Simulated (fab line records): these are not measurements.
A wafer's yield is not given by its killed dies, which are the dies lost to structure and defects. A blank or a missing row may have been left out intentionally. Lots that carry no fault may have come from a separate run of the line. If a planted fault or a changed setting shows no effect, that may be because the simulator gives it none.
The tool behind it: which one? / flow gf180mcu / 11 lots, 33 wafers sampled, at 6 steps of a route of 602

== WHAT EACH GAUGE READ, for each wafer ==
GF_VT_IMPLANT_OVL_MEAS_07.
lot=L846; measured=day 6 01:42; on=overlay-02; VT_IMPLANT_OVL (nm)=-1.5 0.7 2.1
lot=L848; measured=day 6 19:04; on=overlay-02; VT_IMPLANT_OVL (nm)=-0.6 -2.3 -1.2
lot=L852; measured=day 7 08:45; on=overlay-02; VT_IMPLANT_OVL (nm)=0.6 0.0 -2.5
lot=L853; measured=day 7 17:43; on=overlay-02; VT_IMPLANT_OVL (nm)=0.5 0.1 0.6
lot=L855; measured=day 8 08:00; on=overlay-02; VT_IMPLANT_OVL (nm)=-0.3 -1.8 -1.6
lot=L859; measured=day 9 04:16; on=overlay-02; VT_IMPLANT_OVL (nm)=-1.2 -1.0 0.3
lot=L860; measured=day 9 11:07; on=overlay-02; VT_IMPLANT_OVL (nm)=1.0 3.4 2.0
lot=L862; measured=day 9 23:22; on=overlay-02; VT_IMPLANT_OVL (nm)=1.9 1.8 0.2
lot=L866; measured=day 11 04:13; on=overlay-01; VT_IMPLANT_OVL (nm)=0.1 1.2 1.1
lot=L867; measured=day 11 09:19; on=overlay-01; VT_IMPLANT_OVL (nm)=-2.5 -2.7 -0.2
lot=L868; measured=day 11 14:16; on=overlay-02; VT_IMPLANT_OVL (nm)=0.8 1.1 3.2

GF_VT_IMPLANT_TW_MEAS_10.
lot=L846; measured=day 6 01:59; on=film-metro-04; VT_IMPLANT_TW=564 562 560
lot=L848; measured=day 6 19:22; on=film-metro-04; VT_IMPLANT_TW=561 561 564
lot=L852; measured=day 7 09:02; on=film-metro-02; VT_IMPLANT_TW=566 568 568
lot=L853; measured=day 7 18:00; on=film-metro-01; VT_IMPLANT_TW=557 557 556
lot=L855; measured=day 8 08:17; on=film-metro-01; VT_IMPLANT_TW=560 557 559
lot=L859; measured=day 9 04:33; on=film-metro-02; VT_IMPLANT_TW=565 563 563
lot=L860; measured=day 9 11:24; on=film-metro-04; VT_IMPLANT_TW=564 566 562
lot=L862; measured=day 9 23:39; on=film-metro-01; VT_IMPLANT_TW=559 563 560
lot=L866; measured=day 11 04:30; on=film-metro-02; VT_IMPLANT_TW=561 563 562
lot=L867; measured=day 11 09:37; on=film-metro-02; VT_IMPLANT_TW=564 564 565
lot=L868; measured=day 11 14:34; on=film-metro-01; VT_IMPLANT_TW=559 561 562

GF_VT_IMPLANT_TW_MEAS_32.
lot=L846; measured=day 7 08:30; on=film-metro-01; VT_IMPLANT_3_TW=266.0 267.2 265.9
lot=L848; measured=day 8 03:04; on=film-metro-01; VT_IMPLANT_3_TW=265.4 266.1 265.3
lot=L852; measured=day 8 17:28; on=film-metro-02; VT_IMPLANT_3_TW=30.0 29.8 30.2
lot=L853; measured=day 9 03:07; on=film-metro-01; VT_IMPLANT_3_TW=29.8 29.7 29.7
lot=L855; measured=day 9 18:47; on=film-metro-02; VT_IMPLANT_3_TW=268.7 268.6 269.7
lot=L859; measured=day 10 16:09; on=film-metro-01; VT_IMPLANT_3_TW=266.2 267.8 267.9
lot=L860; measured=day 10 22:51; on=film-metro-02; VT_IMPLANT_3_TW=270.1 267.3 268.6
lot=L862; measured=day 11 13:05; on=film-metro-04; VT_IMPLANT_3_TW=267.5 268.9 270.1
lot=L866; measured=day 12 18:22; on=film-metro-02; VT_IMPLANT_3_TW=267.8 267.4 268.1
lot=L867; measured=day 13 00:07; on=film-metro-02; VT_IMPLANT_3_TW=269.4 268.8 268.6
lot=L868; measured=day 13 06:13; on=film-metro-02; VT_IMPLANT_3_TW=268.8 269.0 269.7

== TOOL THAT RAN EACH LOT (tool first, then ch and the chambers of the sampled wafers, then the start) ==
lot=L846; GF_MVPSD_STRIP_10=plasma-asher-02 ch 0,1, day 5 11:14; GF_VT_IMPLANT_STRIP_20=plasma-asher-02 ch 0,1, day 6 16:47; GF_VT_IMPLANT_STRIP_31=plasma-asher-04 ch 0,1, day 7 08:24
lot=L848; GF_MVPSD_STRIP_10=plasma-asher-03 ch 1, day 6 04:02; GF_VT_IMPLANT_STRIP_20=plasma-asher-02 ch 1, day 7 10:56; GF_VT_IMPLANT_STRIP_31=plasma-asher-02 ch 0,1, day 8 02:57
lot=L852; GF_MVPSD_STRIP_10=plasma-asher-02 ch 1, day 6 17:35; GF_VT_IMPLANT_STRIP_20=plasma-asher-03 ch 1, day 8 01:03; GF_VT_IMPLANT_STRIP_31=plasma-asher-03 ch 0,1, day 8 17:21
lot=L853; GF_MVPSD_STRIP_10=plasma-asher-02 ch 0,1, day 7 02:29; GF_VT_IMPLANT_STRIP_20=plasma-asher-02 ch 0,1, day 8 10:01; GF_VT_IMPLANT_STRIP_31=plasma-asher-02 ch 0,1, day 9 03:02
lot=L855; GF_MVPSD_STRIP_10=plasma-asher-01 ch 0,1, day 7 15:36; GF_VT_IMPLANT_STRIP_20=plasma-asher-02 ch 0,1, day 9 01:28; GF_VT_IMPLANT_STRIP_31=plasma-asher-03 ch 0,1, day 9 18:41
lot=L859; GF_MVPSD_STRIP_10=plasma-asher-01 ch 0,1, day 8 12:09; GF_VT_IMPLANT_STRIP_20=plasma-asher-03 ch 0,1, day 9 22:09; GF_VT_IMPLANT_STRIP_31=plasma-asher-02 ch 0,1, day 10 16:03
lot=L860; GF_MVPSD_STRIP_10=plasma-asher-02 ch 0,1, day 8 18:17; GF_VT_IMPLANT_STRIP_20=plasma-asher-02 ch 0,1, day 10 04:44; GF_VT_IMPLANT_STRIP_31=plasma-asher-04 ch 0,1, day 10 22:45
lot=L862; GF_MVPSD_STRIP_10=plasma-asher-01 ch 0,1, day 9 06:48; GF_VT_IMPLANT_STRIP_20=plasma-asher-03 ch 0, day 10 18:03; GF_VT_IMPLANT_STRIP_31=plasma-asher-04 ch 0,1, day 11 12:59
lot=L866; GF_MVPSD_STRIP_10=plasma-asher-03 ch 0,1, day 10 10:05; GF_VT_IMPLANT_STRIP_20=plasma-asher-02 ch 0,1, day 11 22:50; GF_VT_IMPLANT_STRIP_31=plasma-asher-03 ch 0,1, day 12 18:17
lot=L867; GF_MVPSD_STRIP_10=plasma-asher-02 ch 0,1, day 10 15:15; GF_VT_IMPLANT_STRIP_20=plasma-asher-02 ch 0,1, day 12 04:30; GF_VT_IMPLANT_STRIP_31=plasma-asher-04 ch 0,1, day 13 00:00
lot=L868; GF_MVPSD_STRIP_10=plasma-asher-03 ch 0,1, day 10 19:48; GF_VT_IMPLANT_STRIP_20=plasma-asher-03 ch 0,1, day 12 10:06; GF_VT_IMPLANT_STRIP_31=plasma-asher-04 ch 0,1, day 13 06:06
- GF_MVPSD_STRIP_10: strips in O2/N2.
- GF_VT_IMPLANT_STRIP_20: strips in O2/N2.
- GF_VT_IMPLANT_STRIP_31: strips in O2/N2.

== AS READ BY THE TOOLS THEMSELVES (means over the sampled wafers that have a number; for cases with no such wafer, the mark the record gives instead) ==
GF_MVPSD_STRIP_10.
lot=L846; tool=plasma-asher-02; chamber-pressure-mTorr (mTorr)=1498.7; drypump-motor-current-A (A)=5.7; heater-power-w (W)=344; oes-product-au (a.u.)=0.718; platen-temp-c (C)=250.03; strip-time-to-endpoint-s (s)=37.06
lot=L848; tool=plasma-asher-03; chamber-pressure-mTorr (mTorr)=1500.0; drypump-motor-current-A (A)=4.9; heater-power-w (W)=351; oes-product-au (a.u.)=0.720; platen-temp-c (C)=250.11; strip-time-to-endpoint-s (s)=37.09
lot=L852; tool=plasma-asher-02; chamber-pressure-mTorr (mTorr)=1500.8; drypump-motor-current-A (A)=6.2; heater-power-w (W)=327; oes-product-au (a.u.)=0.720; platen-temp-c (C)=250.10; strip-time-to-endpoint-s (s)=36.96
lot=L853; tool=plasma-asher-02; chamber-pressure-mTorr (mTorr)=1500.6; drypump-motor-current-A (A)=5.7; heater-power-w (W)=343; oes-product-au (a.u.)=0.722; platen-temp-c (C)=249.87; strip-time-to-endpoint-s (s)=37.09
lot=L855; tool=plasma-asher-01; chamber-pressure-mTorr (mTorr)=1500.9; drypump-motor-current-A (A)=5.3; heater-power-w (W)=336; oes-product-au (a.u.)=0.725; platen-temp-c (C)=249.97; strip-time-to-endpoint-s (s)=37.00
lot=L859; tool=plasma-asher-01; chamber-pressure-mTorr (mTorr)=1492.5; drypump-motor-current-A (A)=5.3; heater-power-w (W)=336; oes-product-au (a.u.)=0.725; platen-temp-c (C)=250.14; strip-time-to-endpoint-s (s)=37.05
lot=L860; tool=plasma-asher-02; chamber-pressure-mTorr (mTorr)=1500.3; drypump-motor-current-A (A)=5.7; heater-power-w (W)=347; oes-product-au (a.u.)=0.722; platen-temp-c (C)=249.94; strip-time-to-endpoint-s (s)=36.97
lot=L862; tool=plasma-asher-01; chamber-pressure-mTorr (mTorr)=1501.1; drypump-motor-current-A (A)=5.3; heater-power-w (W)=335; oes-product-au (a.u.)=0.725; platen-temp-c (C)=249.98; strip-time-to-endpoint-s (s)=36.82
lot=L866; tool=plasma-asher-03; chamber-pressure-mTorr (mTorr)=1501.4; drypump-motor-current-A (A)=4.8; heater-power-w (W)=332; oes-product-au (a.u.)=0.724; platen-temp-c (C)=249.92; strip-time-to-endpoint-s (s)=37.06
lot=L867; tool=plasma-asher-02; chamber-pressure-mTorr (mTorr)=1498.8; drypump-motor-current-A (A)=5.7; heater-power-w (W)=341; oes-product-au (a.u.)=0.722; platen-temp-c (C)=249.77; strip-time-to-endpoint-s (s)=36.99
lot=L868; tool=plasma-asher-03; chamber-pressure-mTorr (mTorr)=1500.0; drypump-motor-current-A (A)=4.9; heater-power-w (W)=331; oes-product-au (a.u.)=0.718; platen-temp-c (C)=250.03; strip-time-to-endpoint-s (s)=37.09

GF_VT_IMPLANT_STRIP_20.
lot=L846; tool=plasma-asher-02; chamber-pressure-mTorr (mTorr)=1500.1; drypump-motor-current-A (A)=5.2; heater-power-w (W)=358; oes-product-au (a.u.)=0.718; platen-temp-c (C)=249.98; strip-time-to-endpoint-s (s)=12.66
lot=L848; tool=plasma-asher-02; chamber-pressure-mTorr (mTorr)=1499.8; drypump-motor-current-A (A)=6.2; heater-power-w (W)=325; oes-product-au (a.u.)=0.716; platen-temp-c (C)=249.81; strip-time-to-endpoint-s (s)=12.66
lot=L852; tool=plasma-asher-03; chamber-pressure-mTorr (mTorr)=-; drypump-motor-current-A (A)=-; heater-power-w (W)=-; oes-product-au (a.u.)=-; platen-temp-c (C)=-; strip-time-to-endpoint-s (s)=-
lot=L853; tool=plasma-asher-02; chamber-pressure-mTorr (mTorr)=-; drypump-motor-current-A (A)=-; heater-power-w (W)=-; oes-product-au (a.u.)=-; platen-temp-c (C)=-; strip-time-to-endpoint-s (s)=-
lot=L855; tool=plasma-asher-02; chamber-pressure-mTorr (mTorr)=1499.4; drypump-motor-current-A (A)=5.7; heater-power-w (W)=345; oes-product-au (a.u.)=0.715; platen-temp-c (C)=250.08; strip-time-to-endpoint-s (s)=12.62
lot=L859; tool=plasma-asher-03; chamber-pressure-mTorr (mTorr)=1500.2; drypump-motor-current-A (A)=4.8; heater-power-w (W)=329; oes-product-au (a.u.)=0.712; platen-temp-c (C)=250.08; strip-time-to-endpoint-s (s)=12.62
lot=L860; tool=plasma-asher-02; chamber-pressure-mTorr (mTorr)=1499.6; drypump-motor-current-A (A)=5.7; heater-power-w (W)=347; oes-product-au (a.u.)=0.714; platen-temp-c (C)=249.81; strip-time-to-endpoint-s (s)=12.64
lot=L862; tool=plasma-asher-03; chamber-pressure-mTorr (mTorr)=1499.9; drypump-motor-current-A (A)=4.7; heater-power-w (W)=281; oes-product-au (a.u.)=0.717; platen-temp-c (C)=250.05; strip-time-to-endpoint-s (s)=12.60
lot=L866; tool=plasma-asher-02; chamber-pressure-mTorr (mTorr)=1499.7; drypump-motor-current-A (A)=5.7; heater-power-w (W)=346; oes-product-au (a.u.)=0.719; platen-temp-c (C)=250.21; strip-time-to-endpoint-s (s)=12.60
lot=L867; tool=plasma-asher-02; chamber-pressure-mTorr (mTorr)=1501.3; drypump-motor-current-A (A)=5.7; heater-power-w (W)=345; oes-product-au (a.u.)=0.716; platen-temp-c (C)=250.11; strip-time-to-endpoint-s (s)=12.65
lot=L868; tool=plasma-asher-03; chamber-pressure-mTorr (mTorr)=1499.3; drypump-motor-current-A (A)=4.8; heater-power-w (W)=332; oes-product-au (a.u.)=0.716; platen-temp-c (C)=250.14; strip-time-to-endpoint-s (s)=12.71

GF_VT_IMPLANT_STRIP_31.
lot=L846; tool=plasma-asher-04; chamber-pressure-mTorr (mTorr)=1499.5; drypump-motor-current-A (A)=5.8; heater-power-w (W)=371; oes-product-au (a.u.)=0.714; platen-temp-c (C)=249.87; strip-time-to-endpoint-s (s)=12.62
lot=L848; tool=plasma-asher-02; chamber-pressure-mTorr (mTorr)=1499.7; drypump-motor-current-A (A)=5.2; heater-power-w (W)=362; oes-product-au (a.u.)=0.717; platen-temp-c (C)=250.01; strip-time-to-endpoint-s (s)=12.65
lot=L852; tool=plasma-asher-03; chamber-pressure-mTorr (mTorr)=1500.6; drypump-motor-current-A (A)=4.8; heater-power-w (W)=305; oes-product-au (a.u.)=0.714; platen-temp-c (C)=250.19; strip-time-to-endpoint-s (s)=27.58
lot=L853; tool=plasma-asher-02; chamber-pressure-mTorr (mTorr)=1500.2; drypump-motor-current-A (A)=5.2; heater-power-w (W)=364; oes-product-au (a.u.)=0.717; platen-temp-c (C)=249.93; strip-time-to-endpoint-s (s)=27.55
lot=L855; tool=plasma-asher-03; chamber-pressure-mTorr (mTorr)=1500.2; drypump-motor-current-A (A)=4.8; heater-power-w (W)=331; oes-product-au (a.u.)=0.718; platen-temp-c (C)=250.20; strip-time-to-endpoint-s (s)=12.59
lot=L859; tool=plasma-asher-02; chamber-pressure-mTorr (mTorr)=1499.5; drypump-motor-current-A (A)=5.7; heater-power-w (W)=344; oes-product-au (a.u.)=0.713; platen-temp-c (C)=250.09; strip-time-to-endpoint-s (s)=12.69
lot=L860; tool=plasma-asher-04; chamber-pressure-mTorr (mTorr)=1500.8; drypump-motor-current-A (A)=5.7; heater-power-w (W)=370; oes-product-au (a.u.)=0.718; platen-temp-c (C)=250.12; strip-time-to-endpoint-s (s)=12.62
lot=L862; tool=plasma-asher-04; chamber-pressure-mTorr (mTorr)=1500.8; drypump-motor-current-A (A)=5.8; heater-power-w (W)=372; oes-product-au (a.u.)=0.719; platen-temp-c (C)=249.90; strip-time-to-endpoint-s (s)=12.62
lot=L866; tool=plasma-asher-03; chamber-pressure-mTorr (mTorr)=1500.5; drypump-motor-current-A (A)=4.8; heater-power-w (W)=305; oes-product-au (a.u.)=0.717; platen-temp-c (C)=249.98; strip-time-to-endpoint-s (s)=12.67
lot=L867; tool=plasma-asher-04; chamber-pressure-mTorr (mTorr)=1499.8; drypump-motor-current-A (A)=5.7; heater-power-w (W)=371; oes-product-au (a.u.)=0.711; platen-temp-c (C)=250.00; strip-time-to-endpoint-s (s)=12.61
lot=L868; tool=plasma-asher-04; chamber-pressure-mTorr (mTorr)=1499.5; drypump-motor-current-A (A)=5.7; heater-power-w (W)=368; oes-product-au (a.u.)=0.722; platen-temp-c (C)=250.11; strip-time-to-endpoint-s (s)=12.65

== THE ANSWER, worked out from the rows above alone ==
Rule: usual is defined by the lots themselves. The widest of any qualifying gaps counts: lots, ordered by their means at a reading, are off when they make up no more than a third of the lots, leave a main group of 4 or more, and stand apart from it by 3 or more times the standard deviation of that group's means. A main group is skipped when, at the precision printed for the reading in the tables above, its means are all equal. A lot without any number at a reading at which 4 lots or more have one is off too. Where the step has rows for the other lots, those lots are counted as sound. Order of review: gauges by route order, followed by the tools' own readings, for which a lot's mean as printed above is used. The first step at which some lot is off is used, and at that step the reading that is off furthest; a lot without a number counts as furthest.
Off: at GF_VT_IMPLANT_TW_MEAS_32 (VT_IMPLANT_3_TW), L852, L853. Mean 268.0 and standard deviation 1.2 in the main group.
A tool fits if, at a process step before that reading, it ran every lot that is off, and no sound lot after the first of them. The gauges at GF_VT_IMPLANT_TW_MEAS_32 aren't tried: what is off there is off at GF_VT_IMPLANT_STRIP_20 too, on other tools, and a gauge's error can't cause that. No candidate that was tried fits.

== WHAT THE SIMULATOR HAD PUT IN ==
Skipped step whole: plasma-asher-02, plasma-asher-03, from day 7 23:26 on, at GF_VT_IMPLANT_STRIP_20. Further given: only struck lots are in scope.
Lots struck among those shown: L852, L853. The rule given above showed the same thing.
